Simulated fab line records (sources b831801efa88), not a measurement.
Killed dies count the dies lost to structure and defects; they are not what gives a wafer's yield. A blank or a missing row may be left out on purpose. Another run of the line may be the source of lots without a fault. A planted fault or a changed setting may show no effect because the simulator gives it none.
Matching of chambers :: flow sfq line :: SFQ_TRILAYER_I4_CMP_CMP_100 on cmp-02 has 4 sister chambers
The step polishes SiO2. 8 wafers are shown with their chamber, then 8 later ones without.

== EACH WAFER AND ITS CHAMBER ==
wafer: L658.1
chamber: 2
motor current A (A): 11.2
platen rpm (rpm): 59.98

wafer: L661.1
chamber: 2
motor current A (A): 11.3
platen rpm (rpm): 60.06

wafer: L662.6
chamber: 1
motor current A (A): 10.9
platen rpm (rpm): 60.04

wafer: L669.5
chamber: 3
motor current A (A): 11.1
platen rpm (rpm): 60.07

wafer: L673.3
chamber: 0
motor current A (A): 9.9
platen rpm (rpm): 59.99

wafer: L673.2
chamber: 3
motor current A (A): 11.1
platen rpm (rpm): 60.07

wafer: L673.5
chamber: 0
motor current A (A): 9.8
platen rpm (rpm): 59.87

wafer: L676.2
chamber: 1
motor current A (A): 10.8
platen rpm (rpm): 60.00

== WAFERS WITH NO CHAMBER GIVEN ==
wafer: L676.3
motor current A (A): 11.6
platen rpm (rpm): 59.98

wafer: L676.5
motor current A (A): 11.1
platen rpm (rpm): 60.06

wafer: L677.3
motor current A (A): 11.1
platen rpm (rpm): 59.98

wafer: L677.4
motor current A (A): 10.0
platen rpm (rpm): 60.05

wafer: L677.5
motor current A (A): 11.3
platen rpm (rpm): 60.12

wafer: L679.4
motor current A (A): 11.3
platen rpm (rpm): 59.99

wafer: L679.5
motor current A (A): 10.8
platen rpm (rpm): 59.91

wafer: L679.6
motor current A (A): 11.7
platen rpm (rpm): 60.00

== WHICH CHAMBER EACH ONE RAN IN ==
wafer: L676.3
from the rows above: 2
in truth: 2

wafer: L676.5
from the rows above: 3
in truth: 3

wafer: L677.3
from the rows above: can't be placed: 3 or 2
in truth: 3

wafer: L677.4
from the rows above: 0
in truth: 0

wafer: L677.5
from the rows above: can't be placed: 2 or 3
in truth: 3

wafer: L679.4
from the rows above: 2
in truth: 2

wafer: L679.5
from the rows above: 1
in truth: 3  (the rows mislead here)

wafer: L679.6
from the rows above: 2
in truth: 2
5 of 8 placed correctly. These rows do not allow placing 2 (true chamber among the candidates in 2). 1 placed wrongly.
How it was worked out, from the rows above alone: a wafer's distance from a chamber is the root of the sum, over the readings, of the square of ((its reading less the chamber's mean) divided by the reading's scatter). The wafer belongs to the nearest chamber; if the next one is less than 2 further off, it can't be placed. The mean given for a chamber averages the wafers shown for that chamber. The scatter: the root of (the sum of the squares of (reading less its chamber's mean) over the shown wafers, divided by (wafers less chambers)).
